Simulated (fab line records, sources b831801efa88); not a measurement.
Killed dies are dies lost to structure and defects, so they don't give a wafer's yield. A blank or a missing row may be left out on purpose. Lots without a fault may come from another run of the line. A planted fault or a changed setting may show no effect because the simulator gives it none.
Chamber matching | flow sky130 | SKY_VIA3_HDPCVD_00 on hdpcvd-01: 3 sister chambers
The step deposits SiO2, target thk 1635 nm, time 272.5 s. 14 wafers are shown with their chamber, then 7 later ones without.

WAFERS WITH THEIR CHAMBER
wafer  | chamber | run_length_s (s)
L670.1 | 0       | 299.6
L670.3 | 2       | 300.5
L670.5 | 0       | 299.9
L671.2 | 1       | 299.5
L671.4 | 0       | 299.9
L671.5 | 1       | 299.6
L672.2 | 1       | 299.5
L672.3 | 0       | 299.8
L672.6 | 1       | 299.6
L673.1 | 0       | 299.7
L673.5 | 1       | 299.8
L673.6 | 2       | 300.5
L675.2 | 1       | 300.4
L675.4 | 1       | 300.6

SIGNATURES (means of the wafers above)
reading      | chamber 0 | chamber 1 | chamber 2 | scatter within a chamber
run_length_s | 299.780   | 299.857   | 300.500   | 0.344
Rule: a wafer's distance from a chamber is the root of the sum, over the readings, of the square of ((its reading less the chamber's mean) divided by the reading's scatter). The wafer belongs to the nearest chamber; if the next one is less than 2 further off, it can't be placed. The scatter: the root of (the sum of the squares of (reading less its chamber's mean) over the shown wafers, divided by (wafers less chambers)).

WAFERS WITHOUT THEIR CHAMBER
wafer  | run_length_s (s)
L675.5 | 300.6
L676.2 | 300.4
L676.4 | 299.5
L676.5 | 300.2
L680.2 | 299.9
L680.3 | 299.4
L680.4 | 300.6

WHICH CHAMBER EACH WENT THROUGH
wafer  | from the rows above          | in truth
L675.5 | can't be placed: 2 or 1      | 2
L676.2 | can't be placed: 2 or 1 or 0 | 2
L676.4 | can't be placed: 0 or 1      | 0
L676.5 | can't be placed: 2 or 1 or 0 | 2
L680.2 | can't be placed: 1 or 0 or 2 | 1
L680.3 | can't be placed: 0 or 1      | 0
L680.4 | can't be placed: 2 or 1      | 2
Placed correctly: 0 of 7. Can't be placed from these rows: 7 (the true chamber is among the candidates in 7). Placed wrongly: 0.
